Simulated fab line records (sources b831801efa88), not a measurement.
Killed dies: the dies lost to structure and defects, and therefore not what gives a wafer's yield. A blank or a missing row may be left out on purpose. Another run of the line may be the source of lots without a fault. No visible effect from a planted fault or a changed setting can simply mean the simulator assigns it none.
Which tool was responsible? -- flow gf180mcu -- route of 602 steps, sampled at 1 step: 13 lots, 39 wafers

## WHAT THE GAUGES SHOWED, per wafer
GF_CONTACT_OVL_MEAS_15. Usual: for CONTACT_OVL the level is -3 nm and the standard deviation is 6.8.
lot,measured,on,CONTACT_OVL (nm),flag
L682,day 16 09:17,overlay-01,-1 -4 -4,
L683,day 16 18:48,overlay-01,-10 -11 -11,
L684,day 17 04:40,overlay-01,-8 7 3,
L685,day 17 08:48,overlay-01,-1 0 0,
L686,day 17 23:07,overlay-01,-18 -29 -16,
L687,day 18 09:19,overlay-02,6 9 3,
L691,day 20 01:46,overlay-02,6 10 7,
L692,day 20 04:19,overlay-01,-6 -5 0,
L693,day 20 14:12,overlay-01,-16 -7 -4,
L694,day 20 21:43,overlay-02,-14 -7 -6,
L696,day 21 21:53,overlay-02,-11 -8 -10,
L698,day 22 13:10,overlay-02,-1 -4 3,
L704,day 24 03:37,overlay-02,-7 5 -1,

## TOOL THAT RAN EACH LOT (tool first, then ch and the chambers of the sampled wafers, then the start)
Record: no process step prior to these readings.

## AS READ BY THE TOOLS THEMSELVES (means over the sampled wafers that have a number; for cases with no such wafer, the mark the record gives instead)
The record holds no such reading with a usual standard deviation.

## THE ANSWER, worked out from the rows above alone
Rule: a lot counts as off when the mean over its wafers that have a number is more than 3 standard deviations away from the usual mean. A lot without any number at a reading at which 4 lots or more have one is off too. All remaining lots with rows at the step are treated as sound. After the gauges, taken in route order, come the tools' own readings; for these a lot's mean is taken, as printed above. The first step at which some lot is off is used, and at that step the reading that is off furthest; a lot without a number counts as furthest.
Across all readings shown, no lot is off: no conclusion can be drawn from this.

## WHAT THE SIMULATOR HAD INSERTED
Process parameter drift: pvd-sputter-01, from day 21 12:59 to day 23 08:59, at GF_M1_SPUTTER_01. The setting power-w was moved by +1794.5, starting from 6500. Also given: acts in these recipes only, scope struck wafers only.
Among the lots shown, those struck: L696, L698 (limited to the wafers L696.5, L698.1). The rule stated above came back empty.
